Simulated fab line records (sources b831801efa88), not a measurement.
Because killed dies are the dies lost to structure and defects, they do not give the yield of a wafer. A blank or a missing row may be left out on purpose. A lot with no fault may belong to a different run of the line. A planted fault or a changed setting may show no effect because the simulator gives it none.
A single fault, viewed from 2 desks + flow sky130 + each desk holds nothing but its own numbers, with what lay behind them at the end

== THE METROLOGY DESK ==
What the gauges read for every lot (on any tool): the sampled wafers with a number, averaged. Marked OUT: a lot whose mean sits more than 4 standard deviations from the usual mean, which makes it out of limits; the brackets give that distance.
Columns: A = CONTACT_BOW at SKY_CONTACT_BOW_MEAS_05, usual 82 um; B = CAP2M_TIN_THK at SKY_CAP2M_THK_MEAS_04, usual 200.3 nm; C = cd nm at SKY_METAL4_CD_MEAS_13, usual 300.3 nm
| lot  | first seen here | A  | B     | C               |
|------|-----------------|----|-------|-----------------|
| L783 | day 31 05:02    | 84 | 199.7 | 299.4           |
| L784 | day 31 11:11    | 78 | 199.2 | 299.0           |
| L785 | day 31 14:41    | 81 | 205.0 | 301.0           |
| L787 | day 32 08:11    | 76 | 203.7 | 298.7           |
| L788 | day 32 12:55    | 84 | 200.3 | 302.3           |
| L789 | day 32 17:45    | 83 | 196.9 | 300.8           |
| L790 | day 32 21:58    | 74 | 199.1 | 300.0           |
| L791 | day 33 05:40    | 72 | 199.1 | 301.5           |
| L792 | day 33 14:31    | 90 | 195.5 | 302.1           |
| L799 | day 35 21:51    | 78 | 195.7 | 300.6           |
| L800 | day 36 03:37    | 80 | 205.2 | 257.2 (-29) OUT |
| L801 | day 36 08:59    | 82 | 198.1 | 258.3 (-28) OUT |
Finding of this desk: L800, L801 out of limits; the first was L800 at day 46 13:47, on cd nm at SKY_METAL4_CD_MEAS_13. Within limits: L783, L784, L785, L787, L788, L789, L790, L791, L792, L799.

== DESK OF THE TOOL OWNER: krf scanner-01 ==
The tool's own readings at SKY_METAL4_EXPOSE_10 (exposes mask MM4, target cd 300 nm): means of the sampled wafers that have a number, for each lot that ran on this tool. Marked OUT: a lot whose mean sits more than 4 standard deviations from the usual mean, which makes it out of limits; the brackets give that distance.
Columns: A = stage vel mm s at SKY_METAL4_EXPOSE_10, usual 499.94 mm/s
| lot  | first seen here | A      |
|------|-----------------|--------|
| L783 | day 41 22:14    | 500.06 |
| L784 | day 42 01:46    | 500.04 |
| L785 | day 42 06:47    | 500.04 |
| L788 | day 43 03:23    | 499.52 |
| L790 | day 43 09:40    | 499.82 |
| L791 | day 43 16:11    | 499.52 |
| L800 | day 46 03:40    | 500.03 |
| L801 | day 46 05:50    | 500.15 |
This desk's verdict: no lot among the 8 shows anything out of limits.

== TAKEN TOGETHER ==
L800, L801 would have let the metrology desk raise an alarm at day 46 13:47.
Nothing out of limits was seen by the tool owner's desk.
The tool owner's desk has L800, L801 on record, within its limits.
All the named lots went through SKY_METAL4_EXPOSE_10 on krf scanner-01.

== WHAT THE SIMULATOR HAD PUT IN ==
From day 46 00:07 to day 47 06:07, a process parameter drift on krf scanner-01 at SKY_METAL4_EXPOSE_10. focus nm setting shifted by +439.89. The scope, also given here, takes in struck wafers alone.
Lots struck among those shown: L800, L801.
Delay in hours, fault start to first out-of-limits reading, per desk: metrology desk 14.
